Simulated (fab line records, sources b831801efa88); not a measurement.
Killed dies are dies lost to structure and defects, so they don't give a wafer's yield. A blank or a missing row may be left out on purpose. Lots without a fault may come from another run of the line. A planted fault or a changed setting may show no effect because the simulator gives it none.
Which tool did it? | flow sky130 | 12 lots, 35 wafers sampled, at 4 steps of a route of 708

WHAT THE GAUGES READ, wafer by wafer
SKY_POLY_CUT_OVL_MEAS_09.
lot  | measured     | on         | POLY_CUT_OVL (nm)
L535 | day 23 20:05 | overlay-01 | -5 0 -6
L536 | day 24 14:44 | overlay-01 | 1 -2 2
L538 | day 25 13:58 | overlay-01 | -10 1 -2
L539 | day 25 18:05 | overlay-02 | -5 -4 -5
L541 | day 26 17:28 | overlay-02 | -1 2
L542 | day 27 00:29 | overlay-02 | -2 -14 3
L551 | day 30 06:46 | overlay-01 | 5 4 7
L552 | day 30 11:03 | overlay-02 | -1 7 11
L553 | day 30 12:37 | overlay-02 | 6 2 2
L554 | day 31 15:57 | overlay-01 | 7 0 -1
L556 | day 31 19:08 | overlay-01 | 7 -7 11
L558 | day 32 09:52 | overlay-02 | 11 9 8

SKY_VIA1_THK_MEAS_01.
lot  | measured     | on            | VIA1_HDPCVD_THK (nm)
L535 | day 32 09:35 | film_metro-01 | 1041 1013 1028
L536 | day 33 03:46 | film_metro-01 | 1029 1027 1031
L538 | day 34 00:23 | film_metro-04 | 1015 1026 1026
L539 | day 34 03:41 | film_metro-02 | 1030 1037 1037
L541 | day 35 00:58 | film_metro-01 | 1046 1046
L542 | day 35 08:15 | film_metro-02 | 1033 1039 1034
L551 | day 38 05:28 | film_metro-04 | 1017 1016 1023
L552 | day 38 12:11 | film_metro-01 | 1019 1007 1026
L553 | day 38 15:46 | film_metro-01 | 1034 1031 1029
L554 | day 39 15:27 | film_metro-01 | 1013 1029 1027
L556 | day 39 18:27 | film_metro-01 | 1024 1023 1022
L558 | day 40 06:14 | film_metro-04 | 1040 1036 1039

WHICH TOOL RAN EACH LOT (tool, then ch and the chambers of the sampled wafers, then the start)
lot  | SKY_LI_CONTACT_CMP_02         | SKY_LI_CONTACT_ETCH_15
L535 | cmp-01 ch 2,3, day 27 12:22   | rie_diel-01 ch 1,3, day 28 17:20
L536 | cmp-01 ch 0,2,3, day 28 07:41 | rie_diel-02 ch 0,2,3, day 29 12:17
L538 | cmp-01 ch 0,1,3, day 29 06:10 | rie_diel-02 ch 0,2,3, day 30 09:42
L539 | cmp-01 ch 1,2, day 29 09:24   | rie_diel-02 ch 0,2, day 30 12:27
L541 | cmp-01 ch 0,3, day 30 08:11   | rie_diel-01 ch 1,2, day 31 11:32
L542 | cmp-01 ch 0,2,3, day 30 13:37 | rie_diel-03 ch 0,3, day 31 17:32
L551 | cmp-01 ch 0,1,2, day 33 17:09 | rie_diel-03 ch 0,1,3, day 34 19:06
L552 | cmp-01 ch 0,1, day 33 21:19   | rie_diel-03 ch 0,1, day 35 00:49
L553 | cmp-01 ch 0,3, day 34 00:46   | rie_diel-01 ch 0,1,2, day 35 03:59
L554 | cmp-02 ch 0,1,3, day 35 02:21 | rie_diel-02 ch 0,2, day 36 04:43
L556 | cmp-02 ch 2,3, day 35 06:04   | rie_diel-01 ch 1,2, day 36 08:36
L558 | cmp-02 ch 0,1, day 35 19:46   | rie_diel-01 ch 1,2, day 36 22:34
- SKY_LI_CONTACT_CMP_02: polishes PSG.
- SKY_LI_CONTACT_ETCH_15: etches PSG in C4F8/O2/Ar, stops on Si, target depth 600 nm.

WHAT THE TOOLS THEMSELVES READ (means of the sampled wafers that have a number; where no wafer has one, the mark that the record gives instead)
SKY_LI_CONTACT_CMP_02.
lot  | tool   | motor_current_A (A) | retaining_ring_pressure_frac | time_to_endpoint_s (s)
L535 | cmp-01 | 10.7                | 0.996                        | 35.1
L536 | cmp-01 | 11.2                | 1.000                        | 32.2
L538 | cmp-01 | 11.5                | 0.999                        | 35.5
L539 | cmp-01 | 10.4                | 1.001                        | 34.5
L541 | cmp-01 | 12.0                | 0.998                        | 36.2
L542 | cmp-01 | 10.8                | 0.998                        | 37.4
L551 | cmp-01 | 10.7                | 1.001                        | 32.1
L552 | cmp-01 | 11.4                | 1.006                        | 32.1
L553 | cmp-01 | 11.6                | 0.995                        | 34.2
L554 | cmp-02 | 12.0                | 1.003                        | 30.9
L556 | cmp-02 | 9.6                 | 0.999                        | 30.7
L558 | cmp-02 | 12.3                | 0.999                        | 32.0

SKY_LI_CONTACT_ETCH_15.
lot  | tool        | oes_product_au (a.u.)
L535 | rie_diel-01 | 0.836
L536 | rie_diel-02 | 0.843
L538 | rie_diel-02 | 0.839
L539 | rie_diel-02 | 0.835
L541 | rie_diel-01 | 0.799
L542 | rie_diel-03 | 0.809
L551 | rie_diel-03 | 0.839
L552 | rie_diel-03 | 0.838
L553 | rie_diel-01 | 0.837
L554 | rie_diel-02 | 0.834
L556 | rie_diel-01 | 0.834
L558 | rie_diel-01 | 0.836

THE ANSWER, worked out from the rows above alone
Rule: what is usual is taken from the lots themselves. Put in order of their means at a reading, lots are off if they are a third of the lots or fewer, leave a main group of 4 or more, and stand apart from it by a gap of 3 or more times the standard deviation of the main group's means; of several such gaps the widest counts. A main group whose means are all the same, to the digits that the tables above print for the reading, isn't used. A lot without any number at a reading at which 4 lots or more have one is off too. The other lots that the step has rows for count as sound. The gauges are gone through in route order, then the tools' own readings, and for those a lot's mean is taken as printed above. The first step at which some lot is off is used, and at that step the reading that is off furthest; a lot without a number counts as furthest.
Off: L541, L542, at SKY_LI_CONTACT_ETCH_15 (oes_product_au). The main group: mean 0.837 a.u., standard deviation 0.0026.
A tool fits if, at that step or a process step before it, it ran every lot that is off, and no sound lot after the first of them. None of those tried fits.

WHAT THE SIMULATOR HAD PUT IN
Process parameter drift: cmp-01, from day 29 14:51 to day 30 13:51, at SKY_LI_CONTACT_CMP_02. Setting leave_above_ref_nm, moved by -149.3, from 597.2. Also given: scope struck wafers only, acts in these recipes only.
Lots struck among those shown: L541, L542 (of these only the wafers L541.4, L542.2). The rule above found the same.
